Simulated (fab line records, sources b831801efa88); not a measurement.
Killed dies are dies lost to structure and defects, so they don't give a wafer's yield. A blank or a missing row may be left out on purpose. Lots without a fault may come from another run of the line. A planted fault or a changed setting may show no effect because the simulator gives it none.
Chamber matching | flow gf180mcu | GF_CONTACT_CMP_27 on cmp-01: 4 sister chambers
The step polishes, stops on SiO2, t overpolish 15 s, target thk 0 nm. 16 wafers are shown with their chamber, then 8 later ones without.

WAFERS WITH THEIR CHAMBER
wafer  | chamber | motor_current_A (A) | head_pressure_psi (psi) | time_to_endpoint_s (s)
L076.1 | 2       | 10.1                | 3.486                   | 73
L076.3 | 3       | 13.0                | 3.495                   | 83
L076.4 | 0       | 11.5                | 3.491                   | 77
L079.1 | 1       | 8.8                 | 3.501                   | 80
L079.4 | 2       | 10.2                | 3.499                   | 76
L079.6 | 3       | 12.2                | 3.517                   | 77
L080.4 | 0       | 11.2                | 3.495                   | 76
L080.5 | 2       | 10.8                | 3.504                   | 71
L080.6 | 1       | 9.1                 | 3.495                   | 81
L083.3 | 1       | 8.8                 | 3.502                   | 74
L083.5 | 3       | 12.5                | 3.521                   | 70
L083.6 | 2       | 10.1                | 3.506                   | 68
L085.3 | 0       | 11.3                | 3.497                   | 75
L085.4 | 1       | 9.1                 | 3.484                   | 77
L085.5 | 0       | 12.1                | 3.495                   | 72
L087.2 | 2       | 9.9                 | 3.501                   | 65

SIGNATURES (means of the wafers above)
reading            | chamber 0 | chamber 1 | chamber 2 | chamber 3 | scatter within a chamber
motor_current_A    | 11.525    | 8.950     | 10.220    | 12.567    | 0.338
head_pressure_psi  | 3.49450   | 3.49550   | 3.49920   | 3.51100   | 0.00848
time_to_endpoint_s | 75.00     | 78.00     | 70.60     | 76.67     | 4.1
Rule: a wafer's distance from a chamber is the root of the sum, over the readings, of the square of ((its reading less the chamber's mean) divided by the reading's scatter). The wafer belongs to the nearest chamber; if the next one is less than 2 further off, it can't be placed. The scatter: the root of (the sum of the squares of (reading less its chamber's mean) over the shown wafers, divided by (wafers less chambers)).

WAFERS WITHOUT THEIR CHAMBER
wafer  | motor_current_A (A) | head_pressure_psi (psi) | time_to_endpoint_s (s)
L087.4 | 9.2                 | 3.506                   | 79
L087.6 | 10.1                | 3.508                   | 65
L095.2 | 10.7                | 3.500                   | 70
L095.5 | 13.1                | 3.493                   | 77
L095.6 | 10.5                | 3.498                   | 68
L097.3 | 10.8                | 3.499                   | 74
L097.4 | 13.2                | 3.495                   | 75
L097.6 | 11.4                | 3.504                   | 75

WHICH CHAMBER EACH WENT THROUGH
wafer  | from the rows above     | in truth
L087.4 | 1                       | 1
L087.6 | 2                       | 2
L095.2 | can't be placed: 2 or 0 | 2
L095.5 | 3                       | 3
L095.6 | 2                       | 2
L097.3 | can't be placed: 2 or 0 | 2
L097.4 | 3                       | 3
L097.6 | 0                       | 0
Placed correctly: 6 of 8. Can't be placed from these rows: 2 (the true chamber is among the candidates in 2). Placed wrongly: 0.
